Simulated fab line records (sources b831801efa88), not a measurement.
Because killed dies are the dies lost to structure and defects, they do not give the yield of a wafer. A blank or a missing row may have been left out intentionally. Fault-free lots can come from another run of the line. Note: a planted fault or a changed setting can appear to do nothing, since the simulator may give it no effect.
The tool behind it: which one? :: flow sky130 :: 36 wafers from 12 lots sampled at 5 of the route's 708 steps

## WHAT EACH GAUGE READ, for each wafer
SKY_SD_N_OVL_MEAS_08.
lot: L167
measured: day 27 18:11
on: overlay-01
SD_N_OVL (nm): 0.2 0.8 -0.7

lot: L168
measured: day 28 14:18
on: overlay-02
SD_N_OVL (nm): 0.9 -0.9 0.1

lot: L169
measured: day 29 02:08
on: overlay-01
SD_N_OVL (nm): 0.0 -0.8 -1.5

lot: L171
measured: day 29 12:45
on: overlay-01
SD_N_OVL (nm): -0.9 -1.3 -0.9

lot: L173
measured: day 30 03:49
on: overlay-01
SD_N_OVL (nm): -2.3 -1.7 -0.8

lot: L175
measured: day 31 04:02
on: overlay-02
SD_N_OVL (nm): 1.1 -1.2 0.8

lot: L179
measured: day 32 05:15
on: overlay-01
SD_N_OVL (nm): 0.9 -0.2 -0.7

lot: L180
measured: day 32 11:30
on: overlay-01
SD_N_OVL (nm): 0.0 1.0 0.6

lot: L185
measured: day 34 02:22
on: overlay-02
SD_N_OVL (nm): -1.5 -0.1 -0.3

lot: L186
measured: day 34 12:36
on: overlay-01
SD_N_OVL (nm): -0.5 -0.8 -0.2

lot: L187
measured: day 34 15:48
on: overlay-02
SD_N_OVL (nm): -2.7 -1.3 0.7

lot: L189
measured: day 34 19:10
on: overlay-02
SD_N_OVL (nm): -0.5 -0.9 -2.4

SKY_LI_CONTACT_BOW_MEAS_03.
lot: L167
measured: day 27 19:46
on: film_metro-04
LI_CONTACT_BOW (um): 55 48 49

lot: L168
measured: day 28 15:59
on: film_metro-01
LI_CONTACT_BOW (um): 58 50 65

lot: L169
measured: day 29 03:43
on: film_metro-01
LI_CONTACT_BOW (um): 56 52 60

lot: L171
measured: day 29 14:19
on: film_metro-04
LI_CONTACT_BOW (um): 71 57 57

lot: L173
measured: day 30 05:24
on: film_metro-04
LI_CONTACT_BOW (um): 52 63 62

lot: L175
measured: day 31 05:37
on: film_metro-03
LI_CONTACT_BOW (um): 62 49 58

lot: L179
measured: day 32 06:49
on: film_metro-03
LI_CONTACT_BOW (um): 53 51 57

lot: L180
measured: day 32 13:04
on: film_metro-01
LI_CONTACT_BOW (um): 58 75 57

lot: L185
measured: day 34 03:56
on: film_metro-01
LI_CONTACT_BOW (um): 47 67 56

lot: L186
measured: day 34 14:10
on: film_metro-03
LI_CONTACT_BOW (um): 52 61 60

lot: L187
measured: day 34 17:22
on: film_metro-03
LI_CONTACT_BOW (um): 48 48 46

lot: L189
measured: day 34 20:46
on: film_metro-03
LI_CONTACT_BOW (um): 53 56 57

SKY_LI_CONTACT_CD_MEAS_12: target cd 170 nm.
lot: L167
measured: day 28 23:47
on: cd_sem-01
cd_nm (nm): 170.6 170.2 171.1

lot: L168
measured: day 29 20:23
on: cd_sem-02
cd_nm (nm): 169.3 169.2 167.0

lot: L169
measured: day 30 08:17
on: cd_sem-01
cd_nm (nm): 170.8 172.3 170.2

lot: L171
measured: day 30 18:22
on: cd_sem-01
cd_nm (nm): 172.5 171.1 172.3

lot: L173
measured: day 31 09:13
on: cd_sem-02
cd_nm (nm): 171.2 170.3 172.9

lot: L175
measured: day 32 09:02
on: cd_sem-02
cd_nm (nm): 168.7 169.6 170.1

lot: L179
measured: day 33 09:46
on: cd_sem-02
cd_nm (nm): 169.4 170.8 169.9

lot: L180
measured: day 33 15:20
on: cd_sem-01
cd_nm (nm): 170.1 170.9 169.8

lot: L185
measured: day 35 05:38
on: cd_sem-02
cd_nm (nm): 171.8 170.8 170.8

lot: L186
measured: day 35 16:29
on: cd_sem-02
cd_nm (nm): 168.8 167.3 166.9

lot: L187
measured: day 35 19:07
on: cd_sem-01
cd_nm (nm): 170.3 170.0 170.5

lot: L189
measured: day 35 23:06
on: cd_sem-02
cd_nm (nm): 169.7 169.3 169.1

SKY_LI_CONTACT_OVL_MEAS_13.
lot: L167
measured: day 28 23:53
on: overlay-01
LI_CONTACT_OVL (nm): 6 -1 13

lot: L168
measured: day 29 20:30
on: overlay-01
LI_CONTACT_OVL (nm): -2 1 5

lot: L169
measured: day 30 08:23
on: overlay-01
LI_CONTACT_OVL (nm): 0 1 1

lot: L171
measured: day 30 18:29
on: overlay-02
LI_CONTACT_OVL (nm): 3 -3 -5

lot: L173
measured: day 31 09:19
on: overlay-01
LI_CONTACT_OVL (nm): 57 61 59

lot: L175
measured: day 32 09:08
on: overlay-01
LI_CONTACT_OVL (nm): 69 69 72

lot: L179
measured: day 33 09:53
on: overlay-02
LI_CONTACT_OVL (nm): 64 60 64

lot: L180
measured: day 33 15:27
on: overlay-02
LI_CONTACT_OVL (nm): -1 3 2

lot: L185
measured: day 35 05:44
on: overlay-01
LI_CONTACT_OVL (nm): -4 2 -2

lot: L186
measured: day 35 16:36
on: overlay-01
LI_CONTACT_OVL (nm): -1 -2 -2

lot: L187
measured: day 35 19:14
on: overlay-01
LI_CONTACT_OVL (nm): 4 -1 5

lot: L189
measured: day 35 23:11
on: overlay-01
LI_CONTACT_OVL (nm): 0 0 6

## EACH LOT AND THE TOOL THAT RAN IT (in order: tool; ch and the chambers of the sampled wafers; start)
lot: L167
SKY_LI_CONTACT_EXPOSE_09: krf_scanner-01 ch 0, day 28 09:57

lot: L168
SKY_LI_CONTACT_EXPOSE_09: krf_scanner-01 ch 0, day 29 06:31

lot: L169
SKY_LI_CONTACT_EXPOSE_09: krf_scanner-02 ch 0, day 29 18:25

lot: L171
SKY_LI_CONTACT_EXPOSE_09: krf_scanner-01 ch 0, day 30 04:50

lot: L173
SKY_LI_CONTACT_EXPOSE_09: krf_scanner-02 ch 0, day 30 19:37

lot: L175
SKY_LI_CONTACT_EXPOSE_09: krf_scanner-02 ch 0, day 31 19:54

lot: L179
SKY_LI_CONTACT_EXPOSE_09: krf_scanner-02 ch 0, day 32 19:59

lot: L180
SKY_LI_CONTACT_EXPOSE_09: krf_scanner-01 ch 0, day 33 02:31

lot: L185
SKY_LI_CONTACT_EXPOSE_09: krf_scanner-01 ch 0, day 34 16:51

lot: L186
SKY_LI_CONTACT_EXPOSE_09: krf_scanner-01 ch 0, day 35 03:20

lot: L187
SKY_LI_CONTACT_EXPOSE_09: krf_scanner-01 ch 0, day 35 06:29

lot: L189
SKY_LI_CONTACT_EXPOSE_09: krf_scanner-01 ch 0, day 35 10:25
- SKY_LI_CONTACT_EXPOSE_09: exposes mask LICM1, target cd 170 nm.

## WHAT THE TOOLS THEMSELVES READ (means of the sampled wafers that have a number; where no wafer has one, the mark that the record gives instead)
The record holds no such reading with a usual standard deviation.

## THE ANSWER, worked out from the rows above alone
Rule: the usual values come from the lots themselves. Put in order of their means at a reading, lots are off if they are a third of the lots or fewer, leave a main group of 4 or more, and stand apart from it by a gap of 3 or more times the standard deviation of the main group's means; of several such gaps the widest counts. The tables above print the reading to a certain number of digits; a main group whose means all agree to those digits is not used. A lot without any number at a reading at which 4 lots or more have one is off too. All remaining lots with rows at the step are treated as sound. The gauges are gone through in route order, then the tools' own readings, and for those a lot's mean is taken as printed above. The first step at which some lot is off is used, and at that step the reading that is off furthest; a lot without a number counts as furthest.
Off: L173, L175, L179, at SKY_LI_CONTACT_OVL_MEAS_13 (LI_CONTACT_OVL). Main group: mean 1 nm, sd 2.3.
A tool fits if, at a process step before that reading, it ran every lot that is off, and no sound lot after the first of them. Gauges at SKY_LI_CONTACT_OVL_MEAS_13: tried the same way as those tools. One fits: krf_scanner-02 at SKY_LI_CONTACT_EXPOSE_09. A fault onset in the window from L169 (day 29 18:25, its last sound lot) to L173 (day 30 19:37, its first lot off) fits.

## WHAT THE SIMULATOR PUT IN
Scanner matching overlay: krf_scanner-02, from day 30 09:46 on, at SKY_LI_CONTACT_EXPOSE_09. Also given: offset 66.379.
Shown lots that were struck: L173, L175, L179. The rule given above showed the same thing.
